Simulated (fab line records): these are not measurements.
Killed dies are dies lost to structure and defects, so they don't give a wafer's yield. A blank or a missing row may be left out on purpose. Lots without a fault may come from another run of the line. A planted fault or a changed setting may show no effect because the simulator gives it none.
Which tool was responsible? :: flow gf180mcu :: 15 lots with 42 wafers sampled at 3 steps, on a route of 602 steps

## WHAT THE GAUGES READ, wafer by wafer
GF_V4_OVL_MEAS_15. Usual: V4_OVL typically reads -1 nm, with standard deviation 6.2.
lot: L279
measured: day 24 04:59
on: overlay-01
V4_OVL (nm): -7 -1 -2
flag: 

lot: L280
measured: day 24 06:34
on: overlay-01
V4_OVL (nm): 1 -10 2
flag: 

lot: L281
measured: day 24 22:13
on: overlay-01
V4_OVL (nm): 1 1 -3
flag: 

lot: L282
measured: day 25 07:01
on: overlay-01
V4_OVL (nm): 9 8 8
flag: 

lot: L283
measured: day 25 17:16
on: overlay-02
V4_OVL (nm): -1 6 -5
flag: 

lot: L284
measured: day 25 23:25
on: overlay-01
V4_OVL (nm): 7 3 2
flag: 

lot: L285
measured: day 26 11:04
on: overlay-01
V4_OVL (nm): 7 2 4
flag: 

lot: L292
measured: day 28 17:48
on: overlay-02
V4_OVL (nm): -6 3
flag: 

lot: L293
measured: day 28 19:43
on: overlay-01
V4_OVL (nm): 11 18
flag: 

lot: L294
measured: day 29 12:22
on: overlay-02
V4_OVL (nm): -5 9
flag: 

lot: L296
measured: day 30 02:00
on: overlay-01
V4_OVL (nm): 0 6 5
flag: 

lot: L297
measured: day 30 06:25
on: overlay-01
V4_OVL (nm): 12 0 2
flag: 

lot: L299
measured: day 30 20:40
on: overlay-01
V4_OVL (nm): 3 -2 7
flag: 

lot: L300
measured: day 31 01:46
on: overlay-01
V4_OVL (nm): -11 -4 -7
flag: 

lot: L301
measured: day 31 04:29
on: overlay-02
V4_OVL (nm): -7 -6 -7
flag: 

## EACH LOT AND THE TOOL THAT RAN IT (in order: tool; ch and the chambers of the sampled wafers; start)
lot: L279
GF_POLY_GATE_ETCH_13: rieSi-02 ch 2,3, day 9 01:24
GF_V1_CVD_02: pecvd-02 ch 0,1,2, day 16 21:14

lot: L280
GF_POLY_GATE_ETCH_13: rieSi-02 ch 0,1,3, day 9 04:47
GF_V1_CVD_02: pecvd-01 ch 0,1, day 17 00:17

lot: L281
GF_POLY_GATE_ETCH_13: rieSi-01 ch 0,1,2, day 9 15:27
GF_V1_CVD_02: pecvd-01 ch 0,1, day 17 13:55

lot: L282
GF_POLY_GATE_ETCH_13: rieSi-02 ch 0,1,2, day 10 01:42
GF_V1_CVD_02: pecvd-04 ch 0,1,2, day 18 03:11

lot: L283
GF_POLY_GATE_ETCH_13: rieSi-01 ch 0,3, day 10 04:27
GF_V1_CVD_02: pecvd-04 ch 0,1, day 18 11:11

lot: L284
GF_POLY_GATE_ETCH_13: rieSi-02 ch 0,2, day 10 11:12
GF_V1_CVD_02: pecvd-02 ch 0,2, day 18 17:25

lot: L285
GF_POLY_GATE_ETCH_13: rieSi-02 ch 0,1,2, day 10 21:03
GF_V1_CVD_02: pecvd-02 ch 0,2, day 19 08:22

lot: L292
GF_POLY_GATE_ETCH_13: rieSi-01 ch 0,2, day 13 00:24
GF_V1_CVD_02: pecvd-02 ch 0,2, day 21 23:51

lot: L293
GF_POLY_GATE_ETCH_13: rieSi-01 ch 1,2, day 13 04:00
GF_V1_CVD_02: pecvd-01 ch 0,1, day 22 03:29

lot: L294
GF_POLY_GATE_ETCH_13: rieSi-01 ch 0,1, day 13 19:14
GF_V1_CVD_02: pecvd-02 ch 0,2, day 22 23:44

lot: L296
GF_POLY_GATE_ETCH_13: rieSi-02 ch 0,3, day 14 09:11
GF_V1_CVD_02: pecvd-02 ch 0,1, day 23 15:55

lot: L297
GF_POLY_GATE_ETCH_13: rieSi-02 ch 0,2,3, day 14 15:15
GF_V1_CVD_02: pecvd-01 ch 0,1, day 23 22:35

lot: L299
GF_POLY_GATE_ETCH_13: rieSi-02 ch 0,1,3, day 15 10:38
GF_V1_CVD_02: pecvd-02 ch 0,1,2, day 24 15:40

lot: L300
GF_POLY_GATE_ETCH_13: rieSi-02 ch 0,1,2, day 15 16:57
GF_V1_CVD_02: pecvd-02 ch 0,1,2, day 24 22:16

lot: L301
GF_POLY_GATE_ETCH_13: rieSi-02 ch 0,1,2, day 15 21:17
GF_V1_CVD_02: pecvd-02 ch 1,2, day 25 01:56
- GF_POLY_GATE_ETCH_13: etches poly-Si in HBr/Cl2, stops on SiO2, target depth 198.5 nm, time 69.6 s.
- GF_V1_CVD_02: deposits SiO2 from TEOS, target thk 850 nm, time 94.851 s.

## AS READ BY THE TOOLS THEMSELVES (means over the sampled wafers that have a number; for cases with no such wafer, the mark the record gives instead)
GF_POLY_GATE_ETCH_13. Usual: drypumpMotorCurrentA 5.7 A, standard deviation 0.31; oesProductAu 0.990 a.u., standard deviation 0.0062; throttleValvePct 33.684 %, standard deviation 0.0091.
lot: L279
tool: rieSi-02
drypumpMotorCurrentA (A): 5.5
oesProductAu (a.u.): 0.988
throttleValvePct (%): 33.681
flag: 

lot: L280
tool: rieSi-02
drypumpMotorCurrentA (A): 5.7
oesProductAu (a.u.): 0.989
throttleValvePct (%): 33.689
flag: 

lot: L281
tool: rieSi-01
drypumpMotorCurrentA (A): 5.7
oesProductAu (a.u.): 0.991
throttleValvePct (%): 33.687
flag: 

lot: L282
tool: rieSi-02
drypumpMotorCurrentA (A): 5.8
oesProductAu (a.u.): 0.984
throttleValvePct (%): 33.683
flag: 

lot: L283
tool: rieSi-01
drypumpMotorCurrentA (A): 5.3
oesProductAu (a.u.): 0.997
throttleValvePct (%): 33.690
flag: 

lot: L284
tool: rieSi-02
drypumpMotorCurrentA (A): 5.7
oesProductAu (a.u.): 0.990
throttleValvePct (%): 33.678
flag: 

lot: L285
tool: rieSi-02
drypumpMotorCurrentA (A): 5.8
oesProductAu (a.u.): 0.989
throttleValvePct (%): 33.681
flag: 

lot: L292
tool: rieSi-01
drypumpMotorCurrentA (A): 5.4
oesProductAu (a.u.): 0.999
throttleValvePct (%): 33.681
flag: 

lot: L293
tool: rieSi-01
drypumpMotorCurrentA (A): 6.1
oesProductAu (a.u.): 0.999
throttleValvePct (%): 33.684
flag: 

lot: L294
tool: rieSi-01
drypumpMotorCurrentA (A): 5.6
oesProductAu (a.u.): 0.992
throttleValvePct (%): 33.681
flag: 

lot: L296
tool: rieSi-02
drypumpMotorCurrentA (A): 5.5
oesProductAu (a.u.): 0.989
throttleValvePct (%): 33.688
flag: 

lot: L297
tool: rieSi-02
drypumpMotorCurrentA (A): 5.6
oesProductAu (a.u.): 0.989
throttleValvePct (%): 33.675
flag: 

lot: L299
tool: rieSi-02
drypumpMotorCurrentA (A): 5.7
oesProductAu (a.u.): 0.985
throttleValvePct (%): 33.679
flag: 

lot: L300
tool: rieSi-02
drypumpMotorCurrentA (A): 5.8
oesProductAu (a.u.): 0.987
throttleValvePct (%): 33.677
flag: 

lot: L301
tool: rieSi-02
drypumpMotorCurrentA (A): 5.8
oesProductAu (a.u.): 0.982
throttleValvePct (%): 33.685
flag: 

GF_V1_CVD_02. Usual: heaterPowerW 650 W, standard deviation 71.
lot: L279
tool: pecvd-02
heaterPowerW (W): 673
flag: 

lot: L280
tool: pecvd-01
heaterPowerW (W): 722
flag: 

lot: L281
tool: pecvd-01
heaterPowerW (W): 714
flag: 

lot: L282
tool: pecvd-04
heaterPowerW (W): 639
flag: 

lot: L283
tool: pecvd-04
heaterPowerW (W): 595
flag: 

lot: L284
tool: pecvd-02
heaterPowerW (W): 698
flag: 

lot: L285
tool: pecvd-02
heaterPowerW (W): 667
flag: 

lot: L292
tool: pecvd-02
heaterPowerW (W): 611
flag: 

lot: L293
tool: pecvd-01
heaterPowerW (W): 732
flag: 

lot: L294
tool: pecvd-02
heaterPowerW (W): 594
flag: 

lot: L296
tool: pecvd-02
heaterPowerW (W): 551
flag: 

lot: L297
tool: pecvd-01
heaterPowerW (W): 688
flag: 

lot: L299
tool: pecvd-02
heaterPowerW (W): 652
flag: 

lot: L300
tool: pecvd-02
heaterPowerW (W): 652
flag: 

lot: L301
tool: pecvd-02
heaterPowerW (W): 597
flag: 

## THE ANSWER, worked out from the rows above alone
Rule: lot off if the mean of its wafers having a number is beyond 3 standard deviations from the usual mean. Also off: a lot with no number at a reading for which 4 or more lots have one. Where the step has rows for the other lots, those lots are counted as sound. After the gauges, taken in route order, come the tools' own readings; for these a lot's mean is taken, as printed above. At the first step where some lot is off, the reading lying furthest off is the one used; lots without a number count as furthest.
No lot is off on any of the readings shown, so nothing can be concluded from this.

## WHAT THE SIMULATOR HAD INSERTED
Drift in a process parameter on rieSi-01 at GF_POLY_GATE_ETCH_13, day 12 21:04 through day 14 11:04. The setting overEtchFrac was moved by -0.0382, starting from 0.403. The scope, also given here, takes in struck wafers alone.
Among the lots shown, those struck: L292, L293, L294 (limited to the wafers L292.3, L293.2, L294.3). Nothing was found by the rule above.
